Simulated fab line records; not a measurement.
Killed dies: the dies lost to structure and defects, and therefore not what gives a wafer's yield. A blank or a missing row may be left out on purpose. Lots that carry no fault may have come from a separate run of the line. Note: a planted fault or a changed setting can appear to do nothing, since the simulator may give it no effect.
Struck lot and sound lot, side by side ; flow gf180mcu ; 22 steps out of a route of 602
Sound: wafers L552.3, L552.5, L552.6. Struck: wafer L559.6 (left out: L559.2, L559.3 of the same lot, which were not struck); the cause appears at the end.
Per side, at each step with rows, come the tool, then ch with its chambers, and then its first start. Under that, the readings that differ: sound wafers ; struck wafers ; difference of the means ; sigmas: that difference in standard deviations of wafers without a fault.
alike: readings whose means differ by less than 2 such deviations, and words and numbers that are the same on both sides. not compared: withheld readings, readings that some wafer has no value for, bounds like >300 that may hide the same value, and numbers for which the record gives no deviation and whose values overlap.
A row with sigmas, a row that says differs or no value, or rows on one side alone: a step with any of these is where the two part. Numbers that have no deviation but don't overlap get no sigmas and don't part them. A reading missing from all wafers of one side parts the sides only when that side holds two or more wafers.

GF_V2_RS_MEAS_24: the measuring method here is four-point-probe.
  struck on film metro-01, day 25 08:25; sound on film metro-01, day 22 11:08
  alike: V2_W_RS
GF_V2_THK_MEAS_25: measures by xrf.
  struck on film metro-01, day 25 08:32; sound on film metro-01, day 22 11:14
  alike: V2_W_THK
then, 1 step without rows for these wafers: GF_V2_CMP_26 (polishes, stops on SiO2, t overpolish 15 s, target thk 0 nm).
GF_M3_SPUTTER_00: material Ti, target thk 37.5 nm, time 150 s.
  struck on pvd sputter-01, day 25 08:53; sound on pvd sputter-02, day 22 11:34
  alike: throttle valve pct
GF_M3_SPUTTER_01: material TiN, target thk 30 nm, time 25 s.
  struck on pvd sputter-01, day 25 08:59; sound on pvd sputter-02, day 22 11:40
  alike: throttle valve pct
GF_M3_SPUTTER_02: material AlCu, target thk 450 nm, time 23.9 s.
  struck on pvd sputter-01, day 25 09:01; sound on pvd sputter-02, day 22 11:42
  alike: throttle valve pct
GF_M3_SPUTTER_03: material Ti, target thk 10 nm, time 6.7 s.
  struck on pvd sputter-01, day 25 09:02; sound on pvd sputter-02, day 22 11:44
  alike: throttle valve pct
GF_M3_SPUTTER_04: material TiN, target thk 50 nm, time 41.7 s.
  struck on pvd sputter-01, day 25 09:04; sound on pvd sputter-02, day 22 11:45
  alike: throttle valve pct
GF_M3_RS_MEAS_05: the measuring method here is four-point-probe.
  struck on film metro-01, day 25 09:07; sound on film metro-01, day 22 11:50
  alike: M3_ALCU_RS
GF_M3_THK_MEAS_06: measures by xrf.
  struck on film metro-01, day 25 09:14; sound on film metro-01, day 22 11:56
  alike: M3_ALCU_THK
then, 2 steps without rows for these wafers: GF_M3_DEHYDRATE_07 (time 60 s); GF_M3_HMDS_08 (prime time 60 s).
GF_M3_COAT_09: resist thk 1000 nm.
  sound on litho track-03 ch 0, day 22 22:55; struck on litho track-03 ch 0, day 25 19:17
reading;sound;struck;difference;sigmas
model.KrF_of_M3_COAT_09.thk nm (nm);996.4 997.3 997.6;1014;+17;
then, 4 steps without rows for these wafers: GF_M3_SOFTBAKE_10 (time 60 s); GF_M3_EXPOSE_11 (exposes mask Metal3, target cd 280 nm); GF_M3_PEB_12 (peb time 90 s); GF_M3_DEVELOP_13 (develop time 60 s).
GF_M3_CD_MEAS_14: target cd 280 nm.
  struck on cd sem-02, day 26 06:01; sound on cd sem-02, day 23 10:32
reading;sound;struck;difference;sigmas
cd nm (nm);280.9 282.8 283.1;278.8;-3.5;-2
GF_M3_OVL_MEAS_15:
  struck on overlay-02, day 26 06:07; sound on overlay-01, day 23 10:38
reading;sound;struck;difference;sigmas
M3_OVL (nm);6 0 8;-9;-14;-2
GF_M3_METAL_ETCH_16: etches the open film in Cl2/BCl3, stops on SiO2, target depth 750.8 nm, time 125.1 s.
  sound on rie metal-04 ch 0,1, day 23 10:42; struck on rie metal-04 ch 0, day 26 06:12
reading;sound;struck;difference;sigmas
throttle valve pct (%);28.212 28.232 28.218;28.243;+0.022;+2
model.KrF_of_M3_COAT_09.thk nm (nm);680.3 681.4 684.6;695.6;+13.5;
  alike: bias w, drypump motor current A, oes product au, rf fwd power W
  not compared: rf hours counter h
then, 2 steps without rows for these wafers: GF_M3_STRIP_17 (strips in O2/N2); GF_PASSIVATION_PROBE_99.

== WHERE THEY PART ==
Last at GF_M3_METAL_ETCH_16 as far as this record goes, first at GF_M3_CD_MEAS_14.

WHY: the cause the simulator had injected
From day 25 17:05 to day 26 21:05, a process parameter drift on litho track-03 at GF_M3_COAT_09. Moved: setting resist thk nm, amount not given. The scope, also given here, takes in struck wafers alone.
